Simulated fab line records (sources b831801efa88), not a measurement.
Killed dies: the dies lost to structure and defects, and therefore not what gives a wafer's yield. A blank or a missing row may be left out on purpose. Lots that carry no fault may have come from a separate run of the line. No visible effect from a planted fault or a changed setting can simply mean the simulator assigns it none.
Comparing a struck lot with a sound one -- flow gf180mcu -- 15 steps out of a route of 602
Sound: the wafers L303.2, L303.4, L303.6. Wafers L316.4, L316.5, L316.6 were the ones struck. Last of all comes the cause.
At each step with rows: each side's tool, then ch and its chambers, then its first start. Under that, the readings that differ: sound wafers -- struck wafers -- difference of the means -- sigmas: that difference in standard deviations of wafers without a fault.
alike: readings whose means differ by less than 2 such deviations, and words and numbers that are the same on both sides. not compared: withheld readings, readings that some wafer has no value for, bounds like >300 that may hide the same value, and numbers for which the record gives no deviation and whose values overlap.
A row with sigmas, a row that says differs or no value, or rows on one side alone: a step with any of these is where the two part. When numbers do not overlap yet have no deviation, they are printed without sigmas and do not part them. Lack of a reading on every wafer of one side parts them only where that side has two or more wafers.

first, 1 step without rows for these wafers: GF_MVSD_IMPLANT_09.
GF_MVSD_STRIP_10: strips in O2/N2.
  sound on plasma-asher-03 ch 0,1, day 6 14:01; struck on plasma-asher-02 ch 0,1, day 9 18:55
reading,sound,struck,difference,sigmas
strip-time-to-endpoint-s (s),37.19 36.95 37.14,36.83 36.78 36.73,-0.31,-3
  alike: chamber-pressure-mTorr, drypump-motor-current-A, heater-power-w, oes-product-au
  not compared: rf-hours-counter-h
GF_MVSD_TW_MEAS_11:
  struck on film-metro-02, day 9 19:01; sound on film-metro-01, day 6 14:07
  alike: MVSD_TW
then, 7 steps without rows for these wafers: GF_MVPSD_DEHYDRATE_00 (time 60 s); GF_MVPSD_HMDS_01 (prime time 60 s); GF_MVPSD_COAT_02 (resist thk 3000 nm); GF_MVPSD_SOFTBAKE_03; GF_MVPSD_EXPOSE_04 (exposes mask MVPSD, target cd 1000 nm); GF_MVPSD_PEB_05; GF_MVPSD_DEVELOP_06 (develop time 60 s).
GF_MVPSD_OVL_MEAS_07:
  struck on overlay-01, day 10 13:10; sound on overlay-01, day 7 04:41
  alike: MVPSD_OVL
after that, 1 step had no rows for these wafers: GF_MVPSD_IMPLANT_08.
GF_MVPSD_IMPLANT_09:
  sound on implanter-01 ch 0, day 7 04:53; struck on implanter-01 ch 0, day 10 13:25
reading,sound,struck,difference,sigmas
beam-energy-keV,40.011 40.018 40.008,37.890 37.863 37.865,-2.140,-99 or more
model.implant.rp-nm (nm),124.5 124.5 124.5,126.6 126.6 126.6,+2.1,
model.implant.drp-nm (nm),51.21 51.21 51.21,49.59 49.59 49.59,-1.62,
GF_MVPSD_STRIP_10: strips in O2/N2.
  sound on plasma-asher-02 ch 0,1, day 7 05:01; struck on plasma-asher-01 ch 0,1, day 10 13:31
  alike: chamber-pressure-mTorr, drypump-motor-current-A, heater-power-w, oes-product-au, strip-time-to-endpoint-s
  not compared: rf-hours-counter-h
after that, 1 step had no rows for these wafers: GF_PASSIVATION_PROBE_99.

## WHERE THEY PART
At GF_MVSD_STRIP_10 first; at GF_MVPSD_IMPLANT_09 last (within this record only). Later steps at which nothing parts them and some readings are alike: GF_MVPSD_STRIP_10.

WHY: the cause the simulator had injected
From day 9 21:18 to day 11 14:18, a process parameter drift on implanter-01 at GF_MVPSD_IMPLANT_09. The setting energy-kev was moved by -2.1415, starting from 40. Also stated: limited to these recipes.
